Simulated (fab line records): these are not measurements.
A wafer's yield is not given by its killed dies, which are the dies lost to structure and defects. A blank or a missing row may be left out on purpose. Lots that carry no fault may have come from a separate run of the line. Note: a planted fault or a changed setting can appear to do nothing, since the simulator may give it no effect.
Matching of chambers | flow sfq-line | SFQ_TRILAYER_I4_CMP_CMP_100 on cmp-01 has 4 sister chambers
The step polishes SiO2. 8 wafers are shown with their chamber, then 8 later ones without.

EACH WAFER AND ITS CHAMBER
wafer  | chamber | motor-current-A (A) | time-to-endpoint-s (s)
L971.1 | 0       | 10.4                | 215
L971.3 | 3       | 8.8                 | 204
L972.2 | 1       | 10.0                | 235
L972.3 | 2       | 10.9                | 226
L972.6 | 0       | 11.5                | 224
L973.2 | 2       | 10.3                | 214
L973.4 | 3       | 9.5                 | 216
L973.3 | 1       | 10.2                | 229

WAFERS WITHOUT THEIR CHAMBER
wafer  | motor-current-A (A) | time-to-endpoint-s (s)
L978.6 | 9.7                 | 224
L979.2 | 10.2                | 245
L979.4 | 9.6                 | 212
L979.6 | 10.3                | 218
L980.2 | 10.8                | 251
L985.3 | 10.2                | 216
L985.2 | 10.3                | 214
L985.6 | 10.0                | 237

THE CHAMBER EACH PASSED THROUGH
wafer  | from the rows above               | in truth
L978.6 | can't be placed: 1 or 2 or 3 or 0 | 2
L979.2 | can't be placed: 1 or 2           | 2
L979.4 | can't be placed: 3 or 2 or 0      | 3
L979.6 | can't be placed: 2 or 0 or 1 or 3 | 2
L980.2 | can't be placed: 1 or 2 or 0      | 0
L985.3 | can't be placed: 2 or 0 or 3 or 1 | 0
L985.2 | can't be placed: 2 or 0 or 3 or 1 | 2
L985.6 | can't be placed: 1 or 2           | 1
0 of 8 placed correctly. Can't be placed from these rows: 8 (the true chamber is among the candidates in 8). 0 placed wrongly.
How it was worked out, from the rows above alone: a wafer's distance from a chamber is the root of the sum, over the readings, of the square of ((its reading less the chamber's mean) divided by the reading's scatter). The wafer belongs to the nearest chamber; if the next one is less than 2 further off, it can't be placed. For every chamber, the mean is computed from those of its wafers that are shown. How the scatter is found: for the shown wafers, subtract from each reading the mean of its chamber, square and add these, divide the total by (wafers less chambers), then take the root.
